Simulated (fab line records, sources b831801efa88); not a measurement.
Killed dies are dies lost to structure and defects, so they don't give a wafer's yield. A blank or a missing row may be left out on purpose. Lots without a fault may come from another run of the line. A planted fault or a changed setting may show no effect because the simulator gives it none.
Which tool did it? | flow gf180mcu | 14 lots, 42 wafers sampled, at 4 steps of a route of 602

WHAT THE GAUGES READ, wafer by wafer
GF_MIM_THK_MEAS_11: measures by xrf.
lot  | measured     | on            | MIM_ALCU_THK (nm)
L379 | day 24 06:41 | film_metro-04 | 201.7 204.0 204.4
L380 | day 24 12:29 | film_metro-02 | 208.3 207.7 207.6
L381 | day 25 02:12 | film_metro-02 | 204.2 201.4 204.3
L382 | day 25 07:59 | film_metro-02 | 206.3 204.6 206.2
L383 | day 26 00:44 | film_metro-04 | 207.6 208.3 204.1
L384 | day 26 04:38 | film_metro-03 | 211.9 207.6 213.3
L385 | day 26 11:46 | film_metro-04 | 205.9 203.1 207.3
L390 | day 28 05:41 | film_metro-04 | 203.3 203.6 203.5
L392 | day 28 16:07 | film_metro-03 | 209.0 209.8 210.4
L396 | day 30 03:55 | film_metro-04 | 202.7 206.5 203.0
L397 | day 30 05:22 | film_metro-04 | 202.3 203.7 205.2
L395 | day 30 06:10 | film_metro-03 | 205.9 208.4 206.1
L401 | day 31 05:15 | film_metro-02 | 204.2 208.0 205.9
L402 | day 31 07:25 | film_metro-04 | 204.3 203.3 205.6

GF_M5_OVL_MEAS_08.
lot  | measured     | on         | M5_OVL (nm)
L379 | day 26 02:49 | overlay-02 | -5 -7 -8
L380 | day 26 06:19 | overlay-02 | -3 -6 1
L381 | day 26 20:01 | overlay-01 | -4 -4 -3
L382 | day 27 02:25 | overlay-02 | -3 -10 -6
L383 | day 27 18:59 | overlay-01 | 2 2 3
L384 | day 27 22:40 | overlay-01 | 0 2 1
L385 | day 28 05:10 | overlay-02 | 15 6 5
L390 | day 29 20:28 | overlay-02 | 6 -4 6
L392 | day 30 06:07 | overlay-02 | -3 -1 -3
L396 | day 31 16:14 | overlay-01 | -4 -1 2
L397 | day 31 16:52 | overlay-02 | -1 9 6
L395 | day 31 18:25 | overlay-01 | 9 3 5
L401 | day 32 15:35 | overlay-01 | 1 -5 3
L402 | day 32 17:55 | overlay-02 | -5 3 1

GF_V5_BOW_MEAS_05.
lot  | measured     | on            | V5_BOW (um)
L379 | day 26 04:15 | film_metro-01 | 128 137 135
L380 | day 26 07:38 | film_metro-03 | 134 120 117
L381 | day 26 21:23 | film_metro-02 | 144 142 125
L382 | day 27 03:46 | film_metro-02 | 125 141 141
L383 | day 27 20:39 | film_metro-01 | 133 121 115
L384 | day 28 00:00 | film_metro-02 | 135 139 135
L385 | day 28 06:32 | film_metro-01 | 124 146 128
L390 | day 29 21:47 | film_metro-01 | 131 129 121
L392 | day 30 07:26 | film_metro-02 | 125 151 131
L396 | day 31 17:41 | film_metro-03 | 140 140 141
L397 | day 31 18:18 | film_metro-02 | 142 131 148
L395 | day 31 19:43 | film_metro-03 | 109 128 117
L401 | day 32 16:55 | film_metro-02 | 127 129 130
L402 | day 32 19:14 | film_metro-02 | 134 127 136

WHICH TOOL RAN EACH LOT (tool, then ch and the chambers of the sampled wafers, then the start)
lot  | GF_V4_SPUTTER_22
L379 | pvd_sputter-02, day 24 05:17
L380 | pvd_sputter-01, day 24 11:18
L381 | pvd_sputter-01, day 24 21:31
L382 | pvd_sputter-04, day 25 06:49
L383 | pvd_sputter-02, day 25 23:32
L384 | pvd_sputter-01, day 26 03:27
L385 | pvd_sputter-04, day 26 10:36
L390 | pvd_sputter-01, day 28 04:30
L392 | pvd_sputter-01, day 28 14:56
L396 | pvd_sputter-02, day 30 02:45
L397 | pvd_sputter-04, day 30 04:11
L395 | pvd_sputter-04, day 30 05:00
L401 | pvd_sputter-04, day 31 04:05
L402 | pvd_sputter-02, day 31 06:16
- GF_V4_SPUTTER_22: material TiN, target thk 10 nm, time 40 s.

WHAT THE TOOLS THEMSELVES READ (means of the sampled wafers that have a number; where no wafer has one, the mark that the record gives instead)
GF_V4_SPUTTER_22.
lot  | tool           | throttle_valve_pct (%)
L379 | pvd_sputter-02 | 30.9
L380 | pvd_sputter-01 | 29.7
L381 | pvd_sputter-01 | 30.2
L382 | pvd_sputter-04 | 29.4
L383 | pvd_sputter-02 | 29.5
L384 | pvd_sputter-01 | 30.0
L385 | pvd_sputter-04 | 29.5
L390 | pvd_sputter-01 | 29.9
L392 | pvd_sputter-01 | 30.2
L396 | pvd_sputter-02 | 31.6
L397 | pvd_sputter-04 | 29.6
L395 | pvd_sputter-04 | 29.2
L401 | pvd_sputter-04 | 29.5
L402 | pvd_sputter-02 | 31.5

THE ANSWER, worked out from the rows above alone
Rule: what is usual is taken from the lots themselves. Put in order of their means at a reading, lots are off if they are a third of the lots or fewer, leave a main group of 4 or more, and stand apart from it by a gap of 3 or more times the standard deviation of the main group's means; of several such gaps the widest counts. A main group whose means are all the same, to the digits that the tables above print for the reading, isn't used. A lot without any number at a reading at which 4 lots or more have one is off too. The other lots that the step has rows for count as sound. The gauges are gone through in route order, then the tools' own readings, and for those a lot's mean is taken as printed above. The first step at which some lot is off is used, and at that step the reading that is off furthest; a lot without a number counts as furthest.
No lot is off at any reading shown: from this, nothing can be told.

WHAT THE SIMULATOR HAD PUT IN
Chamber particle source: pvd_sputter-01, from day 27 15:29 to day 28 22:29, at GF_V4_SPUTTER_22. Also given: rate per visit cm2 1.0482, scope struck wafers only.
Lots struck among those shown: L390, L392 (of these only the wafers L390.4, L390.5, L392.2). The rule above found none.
